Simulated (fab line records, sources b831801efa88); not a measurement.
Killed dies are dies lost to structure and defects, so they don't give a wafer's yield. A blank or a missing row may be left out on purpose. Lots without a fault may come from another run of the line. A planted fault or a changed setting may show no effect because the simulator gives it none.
Which tool did it? | flow sky130 | 10 lots, 30 wafers sampled, at 2 steps of a route of 708

WHAT THE GAUGES READ, wafer by wafer
SKY_POLY_GATE_THK_MEAS_01.
lot  | measured     | on            | POLY_GATE_CVD_00_THK (nm)
L554 | day 14 06:27 | film_metro-01 | 178.4 178.5 178.7
L558 | day 15 06:04 | film_metro-04 | 182.0 181.2 180.3
L560 | day 15 21:16 | film_metro-02 | 98.1 98.3 97.2
L561 | day 16 17:56 | film_metro-04 | 99.2 98.9 98.8
L570 | day 19 11:03 | film_metro-04 | 177.5 177.6 178.3
L572 | day 20 15:46 | film_metro-02 | 178.9 180.6 180.8
L573 | day 20 16:58 | film_metro-02 | 177.8 178.6 178.5
L574 | day 21 01:20 | film_metro-04 | 181.1 181.8 181.2
L575 | day 21 05:57 | film_metro-01 | 179.2 180.2 180.2
L576 | day 21 15:58 | film_metro-04 | 180.7 178.8 181.0

WHICH TOOL RAN EACH LOT (tool, then ch and the chambers of the sampled wafers, then the start)
lot  | SKY_POLY_GATE_CVD_00
L554 | lpcvd-01 ch 1, day 14 05:15
L558 | lpcvd-01 ch 1, day 15 04:52
L560 | lpcvd-01 ch 0, day 15 20:04
L561 | lpcvd-01 ch 0, day 16 16:44
L570 | lpcvd-01 ch 0, day 19 09:50
L572 | lpcvd-01 ch 1, day 20 14:34
L573 | lpcvd-01 ch 1, day 20 15:46
L574 | lpcvd-01 ch 1, day 21 00:08
L575 | lpcvd-01 ch 1, day 21 04:45
L576 | lpcvd-01 ch 0, day 21 14:45
- SKY_POLY_GATE_CVD_00: deposits poly-Si, target thk 180 nm, time 720 s.

THE ANSWER, worked out from the rows above alone
Rule: what is usual is taken from the lots themselves. Put in order of their means at a reading, lots are off if they are a third of the lots or fewer, leave a main group of 4 or more, and stand apart from it by a gap of 3 or more times the standard deviation of the main group's means; of several such gaps the widest counts. A main group whose means are all the same, to the digits that the tables above print for the reading, isn't used. A lot without any number at a reading at which 4 lots or more have one is off too. The other lots that the step has rows for count as sound.
Off: L560, L561, at SKY_POLY_GATE_THK_MEAS_01 (POLY_GATE_CVD_00_THK). The main group: mean 179.7 nm, standard deviation 1.2.
A tool fits if, at a process step before that reading, it ran every lot that is off, and no sound lot after the first of them. The gauges at SKY_POLY_GATE_THK_MEAS_01 are tried like those tools. None of those tried fits.

WHAT THE SIMULATOR HAD PUT IN
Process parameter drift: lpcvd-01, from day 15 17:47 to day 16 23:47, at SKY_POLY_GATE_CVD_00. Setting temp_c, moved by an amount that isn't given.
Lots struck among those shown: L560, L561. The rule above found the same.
